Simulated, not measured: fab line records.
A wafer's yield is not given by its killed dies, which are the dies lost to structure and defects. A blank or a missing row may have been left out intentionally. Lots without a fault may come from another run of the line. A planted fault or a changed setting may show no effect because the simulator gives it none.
fab line records	flow sky130	part 2 of 2: steps 27 to 36 of 36
record lots=5	wafers=15	last_day=50
route steps=708 shown CAP2M@617 METAL4@621 VIA4@639
lots with no fault: from the same line, run without faults
start_h: start of the lot's first displayed wafer, in hours after the record's first day	wait_h: time in hours since the lot's previous step	" unchanged from the row above	L1.1+2: one row covering several wafers at once	- no value present, or no start provided	* or withheld: withheld	< > ~ a bound
route shown NAME@n: names a module that has steps shown in the file, with the first one's number in the route	usual: mean/standard deviation taken from wafers without a fault	same: alike in all rows	chamber/n: place in a boat	sites: the reading at each site	_std_site: the values' standard deviation	_edge_site: mean of outer sites minus mean of inner sites	radius_mm: how far each site lies from the wafer's centre	mask NAME#n: copy n	behind: the tool/chamber that last shaped the wafer	hold: the reason the lot was held/the length of the hold in hours/how it ended	device: which transistor (n, p or np) failed to switch	end of line: tests of these same wafers at the route's end	a step without rows: its recipe alone	killed: dies that structure and defects cost at the first sort, which is not the same as the wafer's yield	map: dies across one wafer; x = killed, . = not, _ = none there
set.NAME: the setting that was run; set.NAME@STEP: the one run at that earlier step	model.NAME: the simulator's own value behind a step, which no gauge read
lots seen at some steps along the route; tables by step, rows by wafer
services: a tool's chamber out of use, with start hour (start_h, from the record's first day; less than 0 if before it), hours out, and reason
## steps
# step SKY_VIA4_DEHYDRATE_04
# recipe temp_c=200	time_s=60
# usual exhaust_pa=45.1/0.95
lot.wafer	tool	chamber	start_h	wait_h	exhaust_pa
L074.1	litho_track-04	0	982.44	10.2	46.0
L074.2	"	0	"	"	44.6
L074.4	"	0	"	"	45.0
L076.3	litho_track-01	0	1030.52	10.5	43.8
L076.4	"	0	"	"	43.7
L076.5	"	0	"	"	44.0
L086.3	litho_track-03	0	1064.35	9.9	45.0
L086.5	"	0	"	"	46.2
L086.6	"	0	"	"	46.7
L096.1	litho_track-01	0	1127.97	8.5	45.1
L096.2	"	0	"	"	43.3
L096.4	"	0	"	"	45.0
L097.3	litho_track-03	0	1130.65	8.5	45.1
L097.4	"	0	"	"	45.6
L097.6	"	0	"	"	45.7
# step SKY_VIA4_HMDS_05
# recipe prime_time_s=60	prime_temp_c=120
# usual exhaust_pa=45.1/0.87
lot.wafer	tool	chamber	start_h	wait_h	exhaust_pa
L074.1	litho_track-04	0	982.59	0.1	46.6
L074.2	"	0	"	"	45.9
L074.4	"	0	"	"	45.2
L076.3	litho_track-01	0	1030.67	0.1	45.1
L076.4	"	0	"	"	44.1
L076.5	"	0	"	"	45.4
L086.3	litho_track-03	0	1064.50	0.1	43.8
L086.5	"	0	"	"	45.3
L086.6	"	0	"	"	44.6
L096.1	litho_track-01	0	1128.12	0.1	44.4
L096.2	"	0	"	"	43.8
L096.4	"	0	"	"	44.0
L097.3	litho_track-03	0	1130.80	0.1	43.5
L097.4	"	0	"	"	43.5
L097.6	"	0	"	"	43.6
# step SKY_VIA4_COAT_06
# recipe resist=NOVOLAK	spin_rpm=3000	resist_thk_nm=1140
# usual exhaust_pa=45.2/0.91
lot.wafer	tool	chamber	start_h	wait_h	exhaust_pa
L074.1	litho_track-04	0	982.74	0.1	44.5
L074.2	"	0	"	"	45.2
L074.4	"	0	"	"	43.6
L076.3	litho_track-01	0	1030.82	0.1	45.0
L076.4	"	0	"	"	44.1
L076.5	"	0	"	"	45.0
L086.3	litho_track-03	0	1064.65	0.1	46.2
L086.5	"	0	"	"	45.5
L086.6	"	0	"	"	46.1
L096.1	litho_track-01	0	1128.27	0.1	44.7
L096.2	"	0	"	"	46.0
L096.4	"	0	"	"	46.1
L097.3	litho_track-03	0	1130.95	0.1	46.9
L097.4	"	0	"	"	46.0
L097.6	"	0	"	"	45.9
# step SKY_VIA4_SOFTBAKE_07
# recipe temp_c=90	time_s=60	resist=NOVOLAK
# usual exhaust_pa=44.9/0.83
lot.wafer	tool	chamber	start_h	wait_h	exhaust_pa
L074.1	litho_track-04	0	982.89	0.1	45.2
L074.2	"	0	"	"	44.8
L074.4	"	0	"	"	43.9
L076.3	litho_track-01	0	1030.97	0.1	45.7
L076.4	"	0	"	"	45.4
L076.5	"	0	"	"	44.2
L086.3	litho_track-03	0	1064.80	0.1	46.1
L086.5	"	0	"	"	45.2
L086.6	"	0	"	"	45.5
L096.1	litho_track-01	0	1128.42	0.1	43.9
L096.2	"	0	"	"	45.1
L096.4	"	0	"	"	44.2
L097.3	litho_track-03	0	1131.10	0.1	46.0
L097.4	"	0	"	"	44.9
L097.6	"	0	"	"	46.2
# step SKY_VIA4_EXPOSE_08
# recipe mask_id=VIM4	na=0.6	source_shape=conventional	sigma_outer=0.6	polarization=unpolarized	target_cd_nm=800	dose_mj=132
# usual stage_vel_mm_s=499.98/0.23
# same sigma_outer=0.6
lot.wafer	tool	chamber	start_h	wait_h	mask	stage_vel_mm_s
L074.1	iline_stepper-02	0	-	-	VIM4#0	500.04
L074.2	"	0	"	"	VIM4#0	500.17
L074.4	"	0	"	"	VIM4#0	499.86
L076.3	iline_stepper-01	0	-	-	VIM4#0	500.41
L076.4	"	0	"	"	VIM4#0	500.21
L076.5	"	0	"	"	VIM4#0	499.81
L086.3	iline_stepper-01	0	-	-	VIM4#0	499.95
L086.5	"	0	"	"	VIM4#0	500.20
L086.6	"	0	"	"	VIM4#0	499.86
L096.1	iline_stepper-01	0	-	-	VIM4#0	499.99
L096.2	"	0	"	"	VIM4#0	499.67
L096.4	"	0	"	"	VIM4#0	499.70
L097.3	iline_stepper-02	0	-	-	VIM4#0	500.03
L097.4	"	0	"	"	VIM4#0	500.03
L097.6	"	0	"	"	VIM4#0	499.99
# step SKY_VIA4_PEB_09
# recipe temp_c=withheld	time_s=*	resist=NOVOLAK
# usual exhaust_pa=45.1/0.96
lot.wafer	tool	chamber	start_h	wait_h	exhaust_pa
L074.1	litho_track-01	0	-	-	45.2
L074.2	"	0	"	"	44.9
L074.4	"	0	"	"	45.3
L076.3	litho_track-03	0	-	-	45.1
L076.4	"	0	"	"	44.8
L076.5	"	0	"	"	44.9
L086.3	litho_track-01	0	-	-	46.2
L086.5	"	0	"	"	46.5
L086.6	"	0	"	"	45.8
L096.1	litho_track-01	0	-	-	45.8
L096.2	"	0	"	"	44.9
L096.4	"	0	"	"	44.0
L097.3	litho_track-01	0	-	-	45.3
L097.4	"	0	"	"	45.6
L097.6	"	0	"	"	45.1
# step SKY_VIA4_DEVELOP_10
# recipe resist=NOVOLAK	developer=TMAH	develop_time_s=60	dev_temp_c=23
# usual exhaust_pa=44.7/0.96
lot.wafer	tool	chamber	start_h	wait_h	exhaust_pa
L074.1	litho_track-01	0	994.82	0.1	44.5
L074.2	"	0	"	"	45.4
L074.4	"	0	"	"	44.8
L076.3	litho_track-03	0	1043.10	0.1	44.4
L076.4	"	0	"	"	43.6
L076.5	"	0	"	"	43.5
L086.3	litho_track-01	0	1075.22	0.1	42.9
L086.5	"	0	"	"	44.0
L086.6	"	0	"	"	43.4
L096.1	litho_track-01	0	1138.77	0.1	44.9
L096.2	"	0	"	"	44.2
L096.4	"	0	"	"	45.6
L097.3	litho_track-01	0	1140.92	0.1	44.0
L097.4	"	0	"	"	44.7
L097.6	"	0	"	"	45.5
# step SKY_VIA4_OVL_MEAS_11
# usual VIA4_OVL=-0.5/1.3
lot.wafer	tool	chamber	start_h	wait_h	VIA4_OVL[nm]
L074.1	overlay-02	-	994.97	0.1	-0.4
L074.2	"	-	"	"	-1.1
L074.4	"	-	"	"	0.4
L076.3	overlay-02	-	1043.21	0.1	-1.6
L076.4	"	-	"	"	0.1
L076.5	"	-	"	"	-1.9
L086.3	overlay-01	-	1075.33	0.1	-0.5
L086.5	"	-	"	"	-1.3
L086.6	"	-	"	"	-0.7
L096.1	overlay-01	-	1138.92	0.1	-3.1
L096.2	"	-	"	"	-0.6
L096.4	"	-	"	"	-0.3
L097.3	overlay-01	-	1141.04	0.1	-1.7
L097.4	"	-	"	"	-0.5
L097.6	"	-	"	"	-2.1
# step SKY_VIA4_ETCH_12
# recipe target=SiO2	chemistry=C4F8/O2/Ar	stop_on=TiN	mask_material=NOVOLAK	source_w=1500	bias_w=1200	pressure_mtorr=40	c4f8_flow_sccm=withheld	O2_flow_sccm=6	Ar_flow_sccm=300	time_s=withheld	target_depth_a=5800
# usual oes_product_au=0.926/0.0046
lot.wafer	tool	chamber	start_h	wait_h	oes_product_au
L074.1	rie_diel-01	1	995.01	0.0	0.924
L074.2	"	3	"	"	0.928
L074.4	"	2	"	"	0.919
L076.3	rie_diel-01	1	1043.23	0.0	0.929
L076.4	"	0	"	"	0.918
L076.5	"	1	"	"	0.924
L086.3	rie_diel-02	1	1075.36	0.0	0.920
L086.5	"	1	"	"	0.925
L086.6	"	2	"	"	0.920
L096.1	rie_diel-03	2	1138.96	0.0	0.929
L096.2	"	0	"	"	0.928
L096.4	"	1	"	"	0.922
L097.3	rie_diel-03	2	1141.06	0.0	0.920
L097.4	"	1	"	"	0.924
L097.6	"	2	"	"	0.922
# step SKY_VIA4_STRIP_13
# recipe chemistry=O2/N2	power_w=1400	pressure_mtorr=1500	platen_temp_c=withheld	o2_flow_sccm=3000	n2_flow_sccm=300	overash_fraction=0.5
# usual drypump_motor_current_A=5.7/0.5	oes_product_au=0.710/0.0045	strip_time_to_endpoint_s=12.798/0.027
lot.wafer	tool	chamber	start_h	wait_h	drypump_motor_current_A	oes_product_au	rf_hours_counter_h	strip_time_to_endpoint_s
L074.1	plasma_asher-01	1	995.08	-	5.2	0.703	119	12.746
L074.2	"	0	"	"	5.8	0.704	119	12.786
L074.4	"	0	"	"	5.9	0.704	-	12.780
L076.3	plasma_asher-01	0	1043.34	-	5.9	0.702	-	12.769
L076.4	"	1	"	"	5.2	0.709	-	12.785
L076.5	"	1	"	"	5.2	0.702	-	12.795
L086.3	plasma_asher-02	0	1075.46	-	5.2	0.712	-	12.786
L086.5	"	0	"	"	5.2	0.713	-	12.827
L086.6	"	1	"	"	5.2	0.707	-	12.795
L096.1	plasma_asher-01	0	1139.03	-	5.9	0.705	7	12.836
L096.2	"	1	"	"	5.2	0.701	7	12.813
L096.4	"	1	"	"	5.2	0.710	-	12.780
L097.3	plasma_asher-01	1	1141.17	-	5.2	0.713	-	12.773
L097.4	"	0	"	"	5.9	0.706	-	12.791
L097.6	"	0	"	"	5.9	0.705	-	12.794
## services
tool	chamber	start_h	hours	kind
cmp-01	-	924.53	1.1	repair
rie_diel-03	3	925.50	31.2	repair
krf_scanner-02	-	927.48	0.8	pm
krf_scanner-02	-	939.83	0.9	repair
plasma_asher-04	-	948.13	12.4	repair
krf_scanner-02	-	958.91	1.3	pm
krf_scanner-02	-	961.18	0.2	repair
cmp-01	-	965.80	1.2	repair
iline_stepper-01	-	966.86	12.6	repair
cmp-01	-	992.07	5.0	repair
hdpcvd-02	1	1008.34	11.0	repair
rie_diel-02	3	1013.68	4.4	repair
rie_diel-03	0	1013.79	3.9	repair
krf_scanner-02	-	1021.55	72.0	pm
plasma_asher-01	-	1025.69	1.5	repair
plasma_asher-01	-	1055.25	9.0	pm
rie_diel-02	2	1058.40	7.4	repair
krf_scanner-02	-	1093.55	1.0	pm
krf_scanner-02	-	1094.55	4.4	pm
rie_metal-03	-	1095.73	2.8	pm
krf_scanner-02	-	1100.22	0.8	pm
rie_diel-02	3	1110.86	11.9	repair
krf_scanner-02	-	1118.20	5.7	repair
krf_scanner-02	-	1137.91	1.3	pm
